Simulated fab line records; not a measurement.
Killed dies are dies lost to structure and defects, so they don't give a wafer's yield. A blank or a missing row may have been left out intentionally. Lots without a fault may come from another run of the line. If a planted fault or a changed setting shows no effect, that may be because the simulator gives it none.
Which tool did it?	flow gf180mcu	Sampling: 24 lots, 72 wafers, 4 of 602 route steps

WHAT THE GAUGES READ, wafer by wafer
GF_SAB_OVL_MEAS_10.
lot	measured	on	SAB_OVL (nm)
L074	day 15 05:43	overlay-01	0.7 1.1 0.1
L075	day 15 15:34	overlay-02	-0.5 0.8 -2.3
L076	day 15 20:16	overlay-01	1.3 0.3 0.9
L077	day 16 10:06	overlay-01	-0.3 -1.3 -0.6
L078	day 16 14:00	overlay-01	-2.4 -2.9 -2.6
L079	day 16 18:40	overlay-01	-1.2 -3.1 -2.4
L080	day 17 04:51	overlay-01	-0.5 -3.3 -0.3
L081	day 17 19:31	overlay-01	0.5 -1.7 -1.9
L082	day 17 21:31	overlay-01	0.6 -3.1 -0.4
L083	day 18 07:16	overlay-01	0.0 -0.4 -3.1
L084	day 18 22:41	overlay-02	-1.3 -1.2 -1.2
L085	day 19 03:25	overlay-01	0.4 0.9 -0.1
L086	day 19 13:41	overlay-02	-0.5 -2.3 -1.1
L087	day 19 20:06	overlay-02	-2.2 -2.3 -3.3
L088	day 20 06:55	overlay-01	-0.7 0.0 3.0
L089	day 20 15:46	overlay-02	-0.9 -0.9 -1.5
L090	day 21 03:28	overlay-02	-2.9 -1.5 -2.2
L091	day 22 03:12	overlay-02	-4.6 -3.6 -2.2
L092	day 22 03:30	overlay-02	-2.9 -2.5 -3.7
L093	day 22 11:52	overlay-02	-0.8 -2.1 -5.0
L094	day 22 14:28	overlay-01	-1.8 -1.9 -2.6
L095	day 22 21:54	overlay-02	-1.4 -2.7 -0.8
L097	day 23 08:16	overlay-02	-2.0 -3.9 -3.2
L096	day 23 10:34	overlay-01	-2.4 -2.1 -0.7

GF_V3_THK_MEAS_03.
lot	measured	on	V3_CVD_02_THK (nm)
L074	day 21 11:18	film metro-01	847 863 867
L075	day 21 23:41	film metro-03	830 836 845
L076	day 22 03:50	film metro-01	854 851 876
L077	day 22 16:33	film metro-01	840 846 850
L078	day 22 21:52	film metro-01	840 843 860
L079	day 23 02:25	film metro-04	844 857 836
L080	day 23 13:25	film metro-03	820 824 833
L081	day 24 03:39	film metro-04	835 845 866
L082	day 24 05:22	film metro-01	838 835 848
L083	day 24 14:34	film metro-01	847 842 855
L084	day 25 05:07	film metro-03	834 845 860
L085	day 25 08:14	film metro-03	848 862 853
L086	day 25 17:46	film metro-01	846 857 869
L087	day 25 23:31	film metro-04	830 838 853
L088	day 26 08:41	film metro-04	852 827 853
L089	day 26 14:23	film metro-03	847 858 865
L090	day 27 03:07	film metro-03	858 839 867
L091	day 27 21:46	film metro-01	840 835 825
L092	day 27 23:04	film metro-03	826 827 840
L093	day 28 06:04	film metro-04	825 832 843
L094	day 28 09:10	film metro-04	849 860 859
L095	day 28 14:18	film metro-04	841 828 838
L097	day 28 23:35	film metro-03	835 846 832
L096	day 29 00:49	film metro-03	850 844 861

GF_V3_CD_MEAS_14: target cd 260 nm.
lot	measured	on	cd nm (nm)
L074	day 22 10:41	cd sem-01	259.7 259.4 259.3
L075	day 22 23:01	cd sem-01	260.4 261.1 260.5
L076	day 23 03:04	cd sem-01	261.1 259.9 260.4
L077	day 23 15:41	cd sem-02	260.5 260.2 260.1
L078	day 23 21:32	cd sem-02	258.7 259.8 260.5
L079	day 24 00:58	cd sem-01	260.1 259.3 259.6
L080	day 24 12:30	cd sem-01	258.5 258.6 259.4
L081	day 25 01:18	cd sem-02	259.4 260.4 259.0
L082	day 25 03:44	cd sem-01	259.2 260.6 259.1
L083	day 25 12:52	cd sem-01	260.1 261.0 260.3
L084	day 26 02:41	cd sem-01	259.4 259.0 259.5
L085	day 26 05:36	cd sem-02	259.9 260.3 260.3
L086	day 26 15:03	cd sem-02	260.2 261.0 259.6
L087	day 26 20:32	cd sem-02	261.0 261.3 260.3
L088	day 27 05:15	cd sem-01	257.9 257.9 257.5
L089	day 27 11:12	cd sem-02	260.6 260.4 261.2
L090	day 27 22:24	cd sem-01	259.3 258.1 259.4
L091	day 28 17:51	cd sem-01	259.6 259.8 260.5
L092	day 28 19:33	cd sem-02	260.4 261.6 261.4
L093	day 29 01:48	cd sem-02	259.7 259.3 259.7
L094	day 29 03:31	cd sem-02	262.3 262.4 262.5
L095	day 29 08:57	cd sem-02	261.4 262.5 261.0
L097	day 29 18:30	cd sem-02	259.2 258.4 259.4
L096	day 29 20:27	cd sem-02	259.3 259.5 258.5

WHICH TOOL RAN EACH LOT (tool, then ch and the chambers of the sampled wafers, then the start)
lot	GF_SAB_CVD_00
L074	pecvd-02 ch 0,2, day 14 08:29
L075	pecvd-02 ch 0,1,2, day 14 17:45
L076	pecvd-02 ch 0,1,2, day 14 23:16
L077	pecvd-02 ch 0,1,2, day 15 12:45
L078	pecvd-03 ch 0,1,2, day 15 16:34
L079	pecvd-02 ch 0,1,2, day 15 20:36
L080	pecvd-02 ch 0,1,2, day 16 06:38
L081	pecvd-02 ch 0,1,2, day 16 20:05
L082	pecvd-02 ch 0,1,2, day 16 21:34
L083	pecvd-02 ch 0,1, day 17 07:44
L084	pecvd-03 ch 1,2, day 17 22:58
L085	pecvd-02 ch 0,1, day 18 03:20
L086	pecvd-02 ch 0,1,2, day 18 13:31
L087	pecvd-02 ch 0,1,2, day 18 20:17
L088	pecvd-02 ch 0,1,2, day 19 06:33
L089	pecvd-03 ch 1,2, day 19 15:39
L090	pecvd-01 ch 0,1,2, day 20 03:05
L091	pecvd-03 ch 0,1,2, day 21 03:56
L092	pecvd-02 ch 1,2, day 21 04:29
L093	pecvd-03 ch 0,1, day 21 12:22
L094	pecvd-02 ch 1,2, day 21 14:59
L095	pecvd-03 ch 0,1,2, day 21 22:47
L097	pecvd-01 ch 1,2, day 22 09:11
L096	pecvd-01 ch 1,2, day 22 11:41
- GF_SAB_CVD_00: deposits SiO2 from TEOS, target thk 50 nm, time 4.9302 s.

WHAT THE TOOLS THEMSELVES READ (means of the sampled wafers that have a number; where no wafer has one, the mark that the record gives instead)
GF_SAB_CVD_00.
lot	tool	heater power w (W)
L074	pecvd-02	717
L075	pecvd-02	693
L076	pecvd-02	714
L077	pecvd-02	665
L078	pecvd-03	642
L079	pecvd-02	745
L080	pecvd-02	744
L081	pecvd-02	722
L082	pecvd-02	736
L083	pecvd-02	708
L084	pecvd-03	675
L085	pecvd-02	713
L086	pecvd-02	708
L087	pecvd-02	739
L088	pecvd-02	757
L089	pecvd-03	692
L090	pecvd-01	752
L091	pecvd-03	632
L092	pecvd-02	763
L093	pecvd-03	627
L094	pecvd-02	684
L095	pecvd-03	678
L097	pecvd-01	741
L096	pecvd-01	669

THE ANSWER, worked out from the rows above alone
Rule: what is usual is taken from the lots themselves. Put in order of their means at a reading, lots are off if they are a third of the lots or fewer, leave a main group of 4 or more, and stand apart from it by a gap of 3 or more times the standard deviation of the main group's means; of several such gaps the widest counts. Not used: any main group whose means are identical at the precision the tables above print for the reading. A lot without any number at a reading at which 4 lots or more have one is off too. The other lots that the step has rows for count as sound. First the gauges in route order, then the tools' own readings, where a lot's mean is used as printed above. The first step at which some lot is off is used, and at that step the reading that is off furthest; a lot without a number counts as furthest.
No lot is off at any reading shown: from this, nothing can be told.

WHAT THE SIMULATOR HAD PUT IN
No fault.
